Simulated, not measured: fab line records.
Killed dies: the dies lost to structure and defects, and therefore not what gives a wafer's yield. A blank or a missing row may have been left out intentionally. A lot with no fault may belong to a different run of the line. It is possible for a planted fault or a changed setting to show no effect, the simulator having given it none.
Split-lot experiment / flow sky130 / 5 lots, 27 wafers read, on a route of 708 steps

## ON THE SPLIT
At SKY_METAL2_SPUTTER_03 (material Ti, target thk 5 nm, time 3.3 s), the setting time s was moved away from the recipe's 3.3 s on 9 of the 27 wafers read, by -42.2% to +53.6%. All remaining wafers had this setting at the recipe value.

Reading taken at the split's own step.

## THE READING
Ti_of_METAL2_SPUTTER_03.thk nm (the simulator's own value, which no gauge read), in nm, at SKY_METAL2_SPUTTER_03 (material Ti, target thk 5 nm, time 3.3 s). The file gives no usual value for it. Average 5.031 nm, standard deviation 0.12 nm, over the 18 wafers here run with the recipe.

wafer=L075.1; tool, chamber at the split=pvd sputter-01, -; time s as run, s=4.752; against the recipe=+44.0%; Ti_of_METAL2_SPUTTER_03.thk nm, nm=7.306; against lot-mates on the recipe=+2.229
wafer=L075.2; tool, chamber at the split=pvd sputter-01, -; time s as run, s=3.3; against the recipe=recipe; Ti_of_METAL2_SPUTTER_03.thk nm, nm=5.125; against lot-mates on the recipe=-
wafer=L075.3; tool, chamber at the split=pvd sputter-01, -; time s as run, s=3.3; against the recipe=recipe; Ti_of_METAL2_SPUTTER_03.thk nm, nm=4.972; against lot-mates on the recipe=-
wafer=L075.4; tool, chamber at the split=pvd sputter-01, -; time s as run, s=4.752; against the recipe=+44.0%; Ti_of_METAL2_SPUTTER_03.thk nm, nm=6.971; against lot-mates on the recipe=+1.894
wafer=L075.5; tool, chamber at the split=pvd sputter-01, -; time s as run, s=4.752; against the recipe=+44.0%; Ti_of_METAL2_SPUTTER_03.thk nm, nm=7.262; against lot-mates on the recipe=+2.185
wafer=L075.6; tool, chamber at the split=pvd sputter-01, -; time s as run, s=3.3; against the recipe=recipe; Ti_of_METAL2_SPUTTER_03.thk nm, nm=5.134; against lot-mates on the recipe=-
wafer=L076.2; tool, chamber at the split=pvd sputter-01, -; time s as run, s=3.3; against the recipe=recipe; Ti_of_METAL2_SPUTTER_03.thk nm, nm=5.15; against lot-mates on the recipe=-
wafer=L076.3; tool, chamber at the split=pvd sputter-01, -; time s as run, s=3.3; against the recipe=recipe; Ti_of_METAL2_SPUTTER_03.thk nm, nm=5.099; against lot-mates on the recipe=-
wafer=L076.5; tool, chamber at the split=pvd sputter-01, -; time s as run, s=3.3; against the recipe=recipe; Ti_of_METAL2_SPUTTER_03.thk nm, nm=4.955; against lot-mates on the recipe=-
wafer=L077.1; tool, chamber at the split=pvd sputter-01, -; time s as run, s=3.3; against the recipe=recipe; Ti_of_METAL2_SPUTTER_03.thk nm, nm=4.923; against lot-mates on the recipe=-
wafer=L077.2; tool, chamber at the split=pvd sputter-01, -; time s as run, s=3.3; against the recipe=recipe; Ti_of_METAL2_SPUTTER_03.thk nm, nm=5.045; against lot-mates on the recipe=-
wafer=L077.3; tool, chamber at the split=pvd sputter-01, -; time s as run, s=1.907; against the recipe=-42.2%; Ti_of_METAL2_SPUTTER_03.thk nm, nm=2.976; against lot-mates on the recipe=-1.970
wafer=L077.4; tool, chamber at the split=pvd sputter-01, -; time s as run, s=1.907; against the recipe=-42.2%; Ti_of_METAL2_SPUTTER_03.thk nm, nm=2.642; against lot-mates on the recipe=-2.304
wafer=L077.5; tool, chamber at the split=pvd sputter-01, -; time s as run, s=1.907; against the recipe=-42.2%; Ti_of_METAL2_SPUTTER_03.thk nm, nm=2.97; against lot-mates on the recipe=-1.976
wafer=L077.6; tool, chamber at the split=pvd sputter-01, -; time s as run, s=3.3; against the recipe=recipe; Ti_of_METAL2_SPUTTER_03.thk nm, nm=4.87; against lot-mates on the recipe=-
wafer=L079.1; tool, chamber at the split=pvd sputter-01, -; time s as run, s=3.3; against the recipe=recipe; Ti_of_METAL2_SPUTTER_03.thk nm, nm=5.167; against lot-mates on the recipe=-
wafer=L079.2; tool, chamber at the split=pvd sputter-01, -; time s as run, s=3.3; against the recipe=recipe; Ti_of_METAL2_SPUTTER_03.thk nm, nm=5.162; against lot-mates on the recipe=-
wafer=L079.3; tool, chamber at the split=pvd sputter-01, -; time s as run, s=3.3; against the recipe=recipe; Ti_of_METAL2_SPUTTER_03.thk nm, nm=4.973; against lot-mates on the recipe=-
wafer=L079.4; tool, chamber at the split=pvd sputter-01, -; time s as run, s=3.3; against the recipe=recipe; Ti_of_METAL2_SPUTTER_03.thk nm, nm=4.796; against lot-mates on the recipe=-
wafer=L079.5; tool, chamber at the split=pvd sputter-01, -; time s as run, s=3.3; against the recipe=recipe; Ti_of_METAL2_SPUTTER_03.thk nm, nm=5.054; against lot-mates on the recipe=-
wafer=L079.6; tool, chamber at the split=pvd sputter-01, -; time s as run, s=3.3; against the recipe=recipe; Ti_of_METAL2_SPUTTER_03.thk nm, nm=4.791; against lot-mates on the recipe=-
wafer=L083.1; tool, chamber at the split=pvd sputter-02, -; time s as run, s=3.3; against the recipe=recipe; Ti_of_METAL2_SPUTTER_03.thk nm, nm=5.04; against lot-mates on the recipe=-
wafer=L083.2; tool, chamber at the split=pvd sputter-02, -; time s as run, s=3.3; against the recipe=recipe; Ti_of_METAL2_SPUTTER_03.thk nm, nm=5.187; against lot-mates on the recipe=-
wafer=L083.3; tool, chamber at the split=pvd sputter-02, -; time s as run, s=5.068; against the recipe=+53.6%; Ti_of_METAL2_SPUTTER_03.thk nm, nm=7.744; against lot-mates on the recipe=+2.633
wafer=L083.4; tool, chamber at the split=pvd sputter-02, -; time s as run, s=3.3; against the recipe=recipe; Ti_of_METAL2_SPUTTER_03.thk nm, nm=5.107; against lot-mates on the recipe=-
wafer=L083.5; tool, chamber at the split=pvd sputter-02, -; time s as run, s=5.068; against the recipe=+53.6%; Ti_of_METAL2_SPUTTER_03.thk nm, nm=7.837; against lot-mates on the recipe=+2.726
wafer=L083.6; tool, chamber at the split=pvd sputter-02, -; time s as run, s=5.068; against the recipe=+53.6%; Ti_of_METAL2_SPUTTER_03.thk nm, nm=7.797; against lot-mates on the recipe=+2.686

THE FIT
A straight line over all 27 wafers: Ti_of_METAL2_SPUTTER_03.thk nm changes by +0.0508 nm for each +1% of time s; r = +1.00; the points scatter about the line by 0.13 nm.
The same after taking each lot's own level away (the mean of its wafers on the recipe; 27 wafers): +0.0492 nm for each +1%; r = +1.00; scatter 0.12 nm.
On that fit, the largest move of time s shifts the reading by 2.6 nm.
The span of the lots' own levels, 4.9460 to 5.1113 nm, comes to 1.4 times the standard deviation stated above.
The two slopes agree, so the slope changes little with the lot-to-lot level.
Check: with one of the wafers moved furthest among these (+53.6%) left out of the fit, the line predicts +2.63 nm for it against its lot-mates. It came out at +2.63 nm against them.

## THE OTHER SPLITS THESE WAFERS WENT THROUGH
These wafers also went through other splits before the reading. Each is held against what the fit with the lots' levels taken away leaves over:
other split on the same wafers=SKY_SONOS_ONO_DEVELOP_12 develop time s; wafers away from the commonest value=12; r with Ti_of_METAL2_SPUTTER_03.thk nm (lot level and that fit taken away)=+0.09
other split on the same wafers=SKY_POLY_GATE_DEVELOP_12 develop time s; wafers away from the commonest value=9; r with Ti_of_METAL2_SPUTTER_03.thk nm (lot level and that fit taken away)=-0.26
other split on the same wafers=SKY_LOCAL_INTERCONNECT_SPUTTER_00 time s; wafers away from the commonest value=12; r with Ti_of_METAL2_SPUTTER_03.thk nm (lot level and that fit taken away)=+0.27
other split on the same wafers=SKY_CONTACT_DEVELOP_13 develop time s; wafers away from the commonest value=12; r with Ti_of_METAL2_SPUTTER_03.thk nm (lot level and that fit taken away)=+0.14
other split on the same wafers=SKY_METAL1_DEVELOP_14 develop time s; wafers away from the commonest value=12; r with Ti_of_METAL2_SPUTTER_03.thk nm (lot level and that fit taken away)=-0.15

## THE FILE'S OWN FIT
Ti_of_METAL2_SPUTTER_03.thk nm changes by +0.0492 nm for each +1% of time s, r = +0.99.
